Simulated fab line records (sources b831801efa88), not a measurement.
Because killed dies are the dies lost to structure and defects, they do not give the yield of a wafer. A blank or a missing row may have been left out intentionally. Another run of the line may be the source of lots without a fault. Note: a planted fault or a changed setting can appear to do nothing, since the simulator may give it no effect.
Which tool is to blame? + flow sky130 + 13 lots with 39 wafers sampled at 4 steps, on a route of 708 steps

WHAT THE GAUGES READ, wafer by wafer
SKY_NWELL_RS_MEAS_29: measurement is done with a four-point probe. Usual: NWELL_RS typically reads 625.5 ohm/sq, with standard deviation 1.6.
| lot  | measured     | on            | NWELL_RS (ohm/sq) | flag |
|------|--------------|---------------|-------------------|------|
| L340 | day 5 12:43  | film_metro-02 | 624.7 625.0 626.5 |      |
| L341 | day 5 14:56  | film_metro-04 | 627.2 624.2 625.0 |      |
| L342 | day 5 22:52  | film_metro-04 | 623.6 625.2 626.1 |      |
| L343 | day 6 03:16  | film_metro-02 | 593.9 594.5 594.9 | OFF  |
| L347 | day 7 09:26  | film_metro-04 | 624.1 623.5 624.8 |      |
| L349 | day 7 19:29  | film_metro-02 | 627.2 626.2 626.8 |      |
| L352 | day 8 13:19  | film_metro-02 | 595.1 595.4 596.1 | OFF  |
| L354 | day 9 03:52  | film_metro-04 | 593.5 594.9 594.9 | OFF  |
| L357 | day 9 21:13  | film_metro-02 | 627.0 625.7 625.1 |      |
| L359 | day 10 11:32 | film_metro-01 | 625.9 625.9 625.0 |      |
| L360 | day 10 18:00 | film_metro-04 | 622.6 623.4 625.4 |      |
| L361 | day 11 05:24 | film_metro-04 | 625.6 626.2 625.1 |      |
| L362 | day 11 10:16 | film_metro-02 | 627.6 626.5 627.2 |      |

SKY_GATE_OXIDE_OVL_MEAS_10. Usual: GATE_OXIDE_OVL typically reads 0.0 nm, with standard deviation 1.2.
| lot  | measured     | on         | GATE_OXIDE_OVL (nm) | flag |
|------|--------------|------------|---------------------|------|
| L340 | day 14 06:25 | overlay-02 | 0.6 0.4 0.4         |      |
| L341 | day 14 06:43 | overlay-01 | 0.0 -1.9 -0.1       |      |
| L342 | day 14 23:04 | overlay-01 | -1.0 0.8 -0.6       |      |
| L343 | day 15 10:52 | overlay-02 | 1.4 1.2 1.5         |      |
| L347 | day 16 23:04 | overlay-01 | -0.9 0.4 -0.8       |      |
| L349 | day 17 13:46 | overlay-01 | 2.6 1.6 0.6         |      |
| L352 | day 18 16:19 | overlay-02 | 0.3 -0.6 0.1        |      |
| L354 | day 19 03:55 | overlay-01 | -1.4 -1.4 -0.7      |      |
| L357 | day 20 02:03 | overlay-01 | -0.5 1.9 -0.5       |      |
| L359 | day 20 19:19 | overlay-02 | -0.2 1.3 2.0        |      |
| L360 | day 21 07:10 | overlay-02 | -0.9 1.8 0.3        |      |
| L361 | day 22 07:10 | overlay-01 | 0.6 1.9 0.8         |      |
| L362 | day 22 07:48 | overlay-01 | -0.9 0.3 -0.6       |      |

SKY_POLY_GATE_THK_MEAS_21. Usual: POLY_GATE_OXIDATION_THK typically reads 4.00 nm, with standard deviation 0.076.
| lot  | measured     | on            | POLY_GATE_OXIDATION_THK (nm) | flag |
|------|--------------|---------------|------------------------------|------|
| L340 | day 17 02:20 | film_metro-04 | 4.04 4.00 4.09               |      |
| L341 | day 17 02:20 | film_metro-03 | 4.05 4.04 4.09               |      |
| L342 | day 18 01:05 | film_metro-02 | 4.02 4.00 3.92               |      |
| L343 | day 18 08:44 | film_metro-03 | 3.93 3.89 3.96               |      |
| L347 | day 19 17:19 | film_metro-03 | 3.86 3.87 3.93               |      |
| L349 | day 20 22:50 | film_metro-02 | 3.94 3.99 3.99               |      |
| L352 | day 21 14:11 | film_metro-03 | 3.94 3.97 3.96               |      |
| L354 | day 21 23:19 | film_metro-03 | 4.01 4.05 4.06               |      |
| L357 | day 22 22:04 | film_metro-03 | 3.91 3.97 3.92               |      |
| L359 | day 23 14:16 | film_metro-03 | 4.03 4.06 4.00               |      |
| L360 | day 24 01:53 | film_metro-04 | 4.07 3.92 3.96               |      |
| L361 | day 25 01:08 | film_metro-02 | 4.04 4.17 4.13               |      |
| L362 | day 25 02:42 | film_metro-03 | 4.04 4.13 4.12               |      |

WHICH TOOL RAN EACH LOT (tool, then ch and the chambers of the sampled wafers, then the start)
| lot  | SKY_NWELL_IMPLANT_12            |
|------|---------------------------------|
| L340 | implanter-04 ch 0, day 4 18:33  |
| L341 | implanter-01 ch 0, day 4 21:08  |
| L342 | implanter-04 ch 0, day 5 03:58  |
| L343 | implanter-02 ch 0, day 5 08:07  |
| L347 | implanter-02 ch 0, day 6 12:48  |
| L349 | implanter-01 ch 0, day 6 22:58  |
| L352 | implanter-04 ch 0, day 7 16:43  |
| L354 | implanter-02 ch 0, day 8 06:25  |
| L357 | implanter-04 ch 0, day 8 22:42  |
| L359 | implanter-02 ch 0, day 9 12:24  |
| L360 | implanter-02 ch 0, day 9 18:20  |
| L361 | implanter-02 ch 0, day 10 04:35 |
| L362 | implanter-04 ch 0, day 10 10:06 |
- SKY_NWELL_IMPLANT_12

AS READ BY THE TOOLS THEMSELVES (means over the sampled wafers that have a number; for cases with no such wafer, the mark the record gives instead)
The record holds no such reading with a usual standard deviation.

THE ANSWER, worked out from the rows above alone
Rule: a lot counts as off when the mean over its wafers that have a number is more than 3 standard deviations away from the usual mean. Also off: a lot with no number at a reading for which 4 or more lots have one. Where the step has rows for the other lots, those lots are counted as sound. The gauges are gone through in route order, then the tools' own readings, and for those a lot's mean is taken as printed above. The first step at which some lot is off is used, and at that step the reading that is off furthest; a lot without a number counts as furthest.
Off: at SKY_NWELL_RS_MEAS_29 (NWELL_RS), L343, L352, L354.
A tool fits if, at a process step before that reading, it ran every lot that is off, and no sound lot after the first of them. Those tools and the gauges at SKY_NWELL_RS_MEAS_29 are tried in the same way. None of those tried fits.

WHAT HAD BEEN PUT IN BY THE SIMULATOR
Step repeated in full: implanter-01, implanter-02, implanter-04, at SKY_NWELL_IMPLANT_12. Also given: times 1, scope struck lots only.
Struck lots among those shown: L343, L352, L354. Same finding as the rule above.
